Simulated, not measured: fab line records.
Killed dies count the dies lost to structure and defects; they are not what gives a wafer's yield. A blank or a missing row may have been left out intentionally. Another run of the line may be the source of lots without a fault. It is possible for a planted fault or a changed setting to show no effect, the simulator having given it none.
A single fault, viewed from 2 desks	flow sky130	each desk holds nothing but its own numbers, with what lay behind them at the end

DESK OF THE TOOL OWNER: litho track-01
The tool's own readings at SKY_SONOS_TUNNEL_COAT_02 (resist thk 1140 nm): means of the sampled wafers that have a number, for each lot that ran on this tool. If a lot's mean is further than 4 standard deviations from the usual mean, the lot is out of limits and carries the mark OUT (the distance appears in the brackets).
Columns: A = exhaust pa at SKY_SONOS_TUNNEL_COAT_02, usual 44.7 Pa
lot	first seen here	A
L233	day 12 10:33	45.5
L234	day 12 12:09	44.6
L242	day 16 04:54	45.4
L243	day 16 07:54	44.1
This desk found nothing out of limits on any of the 4 lots.

FROM THE METROLOGY DESK
What the gauges read, lot by lot, whatever tool the lot ran on: means of the sampled wafers that have a number. If a lot's mean is further than 4 standard deviations from the usual mean, the lot is out of limits and carries the mark OUT (the distance appears in the brackets).
Columns: A = VT_ADJUST_PCH_OVL at SKY_VT_ADJUST_PCH_OVL_MEAS_07, usual -1.4 nm; B = VT_ADJUST_PCH_TW at SKY_VT_ADJUST_PCH_TW_MEAS_10, usual 142.7; C = cd nm at SKY_SONOS_TUNNEL_CD_MEAS_07, usual 409.3 nm
lot	first seen here	A	B	C
L233	day 11 22:11	-0.4	141.8	411.9
L234	day 12 00:06	-4.1	142.5	413.2
L240	day 14 06:47	-0.7	142.2	409.5
L241	day 14 18:48	-0.8	142.4	409.9
L242	day 15 14:55	-1.6	144.3	404.1
L243	day 15 17:59	-0.4	144.5	408.9
This desk found nothing out of limits on any of the 6 lots.

TAKEN TOGETHER
Nothing out of limits was seen by the tool owner's desk.
At the metrology desk, nothing out of limits was observed.

WHAT WAS PUT IN BY THE SIMULATOR
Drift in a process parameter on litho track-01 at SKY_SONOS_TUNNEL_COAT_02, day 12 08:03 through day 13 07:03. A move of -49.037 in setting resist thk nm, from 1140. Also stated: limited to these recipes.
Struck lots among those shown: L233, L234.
